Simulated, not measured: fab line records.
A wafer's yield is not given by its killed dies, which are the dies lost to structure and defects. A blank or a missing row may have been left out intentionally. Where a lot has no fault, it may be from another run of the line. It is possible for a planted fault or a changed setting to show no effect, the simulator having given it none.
Which tool is to blame? -- flow sfq_line -- 14 lots, 42 wafers sampled, at 3 steps of a route of 325

WHAT THE GAUGES SHOWED, per wafer
SFQ_JJ_OVL_MEAS_931. Usual: J5_OVL gives -2 nm (standard deviation 4.8).
lot,measured,on,J5_OVL (nm),flag
L993,day 50 20:13,overlay-01,-4 3 -8,
L995,day 51 01:01,overlay-01,3 -1 -3,
L998,day 53 03:27,overlay-02,0 0 -1,
L999,day 53 04:38,overlay-02,-4 -5 -3,
L100,day 53 07:02,overlay-02,1 1 -8,
L101,day 53 12:50,overlay-02,0 -2 -9,
L102,day 54 01:00,overlay-02,-5 -11 -8,
L103,day 54 11:35,overlay-01,-4 -4 3,
L106,day 54 19:59,overlay-01,1 -1 1,
L108,day 54 23:59,overlay-02,-2 -1 -2,
L109,day 55 08:43,overlay-02,7 4 0,
L113,day 56 11:29,overlay-02,-9 -9 -3,
L114,day 56 12:43,overlay-02,-5 -10 -4,
L115,day 56 16:17,overlay-02,2 -1 3,

WHICH TOOL RAN EACH LOT (tool, then ch and the chambers of the sampled wafers, then the start)
lot,SFQ_TRILAYER_M4_BARC_OPEN_METAL_ETCH_123,SFQ_TRILAYER_M4_STRIP_STRIP_097
L993,"rie_metal-04 ch 0,1, day 44 05:16","rie_metal-04 ch 0,1, day 44 05:27"
L995,"rie_metal-01 ch 0,1, day 45 06:46","rie_metal-01 ch 0,1, day 45 06:57"
L998,"rie_metal-02 ch 1, day 52 08:44","rie_metal-02 ch 1, day 52 08:55"
L999,"rie_metal-01 ch 0,1, day 52 09:56","rie_metal-01 ch 0,1, day 52 10:07"
L100,"rie_metal-02 ch 0,1, day 52 11:53","rie_metal-02 ch 0,1, day 52 12:04"
L101,"rie_metal-01 ch 0,1, day 52 20:17","rie_metal-01 ch 0,1, day 52 20:28"
L102,"rie_metal-02 ch 0,1, day 53 09:30","rie_metal-02 ch 0,1, day 53 09:59"
L103,"rie_metal-02 ch 0,1, day 53 19:15","rie_metal-02 ch 0,1, day 53 19:37"
L106,"rie_metal-02 ch 0,1, day 54 04:56","rie_metal-02 ch 0,1, day 54 05:07"
L108,"rie_metal-01 ch 0,1, day 54 09:32","rie_metal-01 ch 0,1, day 54 09:54"
L109,"rie_metal-01 ch 1, day 54 17:38","rie_metal-01 ch 1, day 54 18:11"
L113,"rie_metal-01 ch 0,1, day 55 05:08","rie_metal-01 ch 0,1, day 55 05:19"
L114,"rie_metal-01 ch 0,1, day 55 07:34","rie_metal-01 ch 0,1, day 55 07:55"
L115,"rie_metal-01 ch 0,1, day 55 12:20","rie_metal-01 ch 0,1, day 55 12:31"
- SFQ_TRILAYER_M4_BARC_OPEN_METAL_ETCH_123: etches BARC in O2, target depth 125 nm, time 41.7 s.
- SFQ_TRILAYER_M4_STRIP_STRIP_097: strips in O2.

WHAT THE TOOLS THEMSELVES READ (means of the sampled wafers that have a number; where no wafer has one, the mark that the record gives instead)
SFQ_TRILAYER_M4_BARC_OPEN_METAL_ETCH_123. Usual: drypump_motor_current_A 6.0 A, standard deviation 0.39; oes_product_au 0.685 a.u., standard deviation 0.0046.
lot,tool,drypump_motor_current_A (A),oes_product_au (a.u.),flag
L993,rie_metal-04,5.7,0.692,
L995,rie_metal-01,6.1,0.688,
L998,rie_metal-02,5.4,0.683,
L999,rie_metal-01,6.1,0.683,
L100,rie_metal-02,5.8,0.688,
L101,rie_metal-01,6.0,0.685,
L102,rie_metal-02,6.3,0.686,
L103,rie_metal-02,5.8,0.681,
L106,rie_metal-02,6.3,0.684,
L108,rie_metal-01,6.0,0.685,
L109,rie_metal-01,6.2,0.684,
L113,rie_metal-01,6.0,0.687,
L114,rie_metal-01,6.0,0.685,
L115,rie_metal-01,6.0,0.682,

SFQ_TRILAYER_M4_STRIP_STRIP_097. Usual: drypump_motor_current_A 6.0 A, standard deviation 0.39; oes_product_au 0.995 a.u., standard deviation 0.0075.
lot,tool,drypump_motor_current_A (A),oes_product_au (a.u.),flag
L993,rie_metal-04,5.7,0.988,
L995,rie_metal-01,6.1,0.994,
L998,rie_metal-02,5.4,1.005,
L999,rie_metal-01,6.1,0.990,
L100,rie_metal-02,5.9,0.997,
L101,rie_metal-01,6.0,0.994,
L102,rie_metal-02,6.3,0.992,
L103,rie_metal-02,5.8,0.997,
L106,rie_metal-02,6.3,0.993,
L108,rie_metal-01,6.0,0.979,
L109,rie_metal-01,6.2,0.994,
L113,rie_metal-01,6.0,0.996,
L114,rie_metal-01,6.0,1.005,
L115,rie_metal-01,6.0,0.996,

THE ANSWER, worked out from the rows above alone
Rule: a lot is off if the mean of its wafers that have a number lies more than 3 standard deviations from the usual mean. Also off: a lot with no number at a reading for which 4 or more lots have one. The other lots that the step has rows for count as sound. Order of review: gauges by route order, followed by the tools' own readings, for which a lot's mean as printed above is used. The first step at which some lot is off is used, and at that step the reading that is off furthest; a lot without a number counts as furthest.
No lot is off on any of the readings shown, so nothing can be concluded from this.

WHAT THE SIMULATOR HAD PUT IN
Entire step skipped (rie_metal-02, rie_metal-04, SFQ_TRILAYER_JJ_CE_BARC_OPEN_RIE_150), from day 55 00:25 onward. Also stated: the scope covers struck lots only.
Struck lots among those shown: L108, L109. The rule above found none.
